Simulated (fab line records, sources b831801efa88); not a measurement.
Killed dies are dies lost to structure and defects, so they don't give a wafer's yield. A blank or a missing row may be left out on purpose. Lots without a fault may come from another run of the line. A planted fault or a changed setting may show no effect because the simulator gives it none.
Split-lot experiment | flow sky130 | 5 lots, 23 wafers read, on a route of 708 steps

THE SPLIT
At SKY_VIA2_CMP_02 (polishes SiO2), the setting leave_above_ref_nm was moved away from the recipe's 495 nm on 9 of the 23 wafers read, by -3.3% to +4.3%. The other wafers ran this setting at the recipe's value.

FROM THE SPLIT TO THE READING: what the file shows between them, 2 steps
- SKY_VIA2_DEHYDRATE_04: time 60 s
- SKY_VIA2_ETCH_14: etches BARC in N2/H2, stops on SiO2, time 45.9 s, target depth 60 nm

THE READING
oes_product_au, in a.u., at SKY_VIA2_ETCH_15 (etches SiO2 in C4F8/O2/Ar, stops on TiN, target depth 546 nm, time 84 s). Fault-free wafers of this fab line usually give 0.941 a.u., standard deviation 0.0047 a.u..

wafer  | tool, chamber at the split | leave_above_ref_nm as run, nm | against the recipe | oes_product_au, a.u. | against lot-mates on the recipe
L074.1 | cmp-01, 0                  | 495                           | recipe             | 0.937                | -
L074.2 | cmp-01, 3                  | 478.7                         | -3.3%              | 0.917                | -0.022
L074.4 | cmp-01, 2                  | 495                           | recipe             | 0.941                | -
L074.5 | cmp-01, 0                  | 495                           | recipe             | 0.938                | -
L074.6 | cmp-01, 3                  | 478.7                         | -3.3%              | 0.927                | -0.012
L076.1 | cmp-02, 0,2                | 482.4                         | -2.5%              | 0.930                | -0.013
L076.2 | cmp-02, 0,2                | 482.4                         | -2.5%              | 0.928                | -0.015
L076.3 | cmp-02, 3                  | 495                           | recipe             | 0.943                | -
L076.4 | cmp-02, 1                  | 495                           | recipe             | 0.942                | -
L076.5 | cmp-02, 0                  | 495                           | recipe             | 0.943                | -
L083.1 | cmp-01, 3                  | 495                           | recipe             | 0.940                | -
L083.2 | cmp-01, 2                  | 479                           | -3.2%              | 0.911                | -0.028
L083.3 | cmp-01, 1                  | 495                           | recipe             | 0.938                | -
L083.4 | cmp-01, 0                  | 479                           | -3.2%              | 0.925                | -0.014
L083.6 | cmp-01, 2                  | 479                           | -3.2%              | 0.926                | -0.013
L080.1 | cmp-01, 2                  | 495                           | recipe             | 0.941                | -
L080.2 | cmp-01, 1                  | 495                           | recipe             | 0.937                | -
L080.3 | cmp-01, 3                  | 495                           | recipe             | 0.946                | -
L085.1 | cmp-02, 2                  | 516.2                         | +4.3%              | 0.960                | +0.021
L085.2 | cmp-02, 1                  | 516.2                         | +4.3%              | 0.955                | +0.016
L085.3 | cmp-02, 3                  | 495                           | recipe             | 0.937                | -
L085.4 | cmp-02, 0                  | 495                           | recipe             | 0.946                | -
L085.5 | cmp-02, 1                  | 495                           | recipe             | 0.934                | -
Where a row lists several chambers, the file gives one row for several wafers and doesn't say which wafer went through which chamber.

THE FIT
A straight line over all 23 wafers: oes_product_au changes by +0.0049 a.u. for each +1% of leave_above_ref_nm; r = +0.92; the points scatter about the line by 0.0045 a.u..
The same after taking each lot's own level away (the mean of its wafers on the recipe; 23 wafers): +0.00494 a.u. for each +1%; r = +0.93; scatter 0.0041 a.u..
On that fit, the largest move of leave_above_ref_nm shifts the reading by 0.021 a.u..
The lots' own levels span 0.9387 to 0.9427 a.u., that is 0.9 times the standard deviation above.
So the lot-to-lot level changes the slope little: the two slopes agree.
Check: with one of the wafers moved furthest among these (+4.3%) left out of the fit, the line predicts +0.0203 a.u. for it against its lot-mates. It came out at +0.021 a.u. against them.

OTHER SPLITS ON THESE WAFERS
These wafers also went through other splits before the reading. Each is held against what the fit with the lots' levels taken away leaves over:
other split on the same wafers             | wafers away from the commonest value | r with oes_product_au (lot level and that fit taken away)
SKY_LI_CONTACT_HDPCVD_00 time_s            | 5                                    | +0.29
SKY_CONTACT_SPUTTER_23 chamber_pressure_pa | 15                                   | +0.03
SKY_METAL1_METAL_ETCH_19 bias_w            | 10                                   | -0.16
SKY_VIA1_SPUTTER_20 chamber_pressure_pa    | 10                                   | +0.01
SKY_VIA1_CVD_21 pressure_torr              | 15                                   | -0.09
SKY_METAL2_SPUTTER_00 time_s               | 5                                    | +0.01
SKY_VIA2_HDPCVD_00 time_s                  | 4                                    | +0.10

THE WHOLE CHAIN: every reading that the file lists as answering this split, in the file's order
step             | what it does                                                            | reading                                                                        | change (the file's fit)                   | r (the file's)
SKY_VIA2_CMP_02  | polishes SiO2                                                           | SiO2_of_VIA2_HDPCVD_00.thk_nm (the simulator's own value, which no gauge read) | +4.82 nm for each +1% of the setting      | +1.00
SKY_VIA2_ETCH_15 | etches SiO2 in C4F8/O2/Ar, stops on TiN, target depth 546 nm, time 84 s | oes_product_au                                                                 | +0.00493 a.u. for each +1% of the setting | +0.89
SKY_VIA2_ETCH_15 | etches SiO2 in C4F8/O2/Ar, stops on TiN, target depth 546 nm, time 84 s | VIA2.feature_depth_nm (the simulator's own value, which no gauge read)         | +4.82 nm for each +1% of the setting      | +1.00

THE FILE'S OWN FIT
oes_product_au changes by +0.00493 a.u. for each +1% of leave_above_ref_nm, r = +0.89.
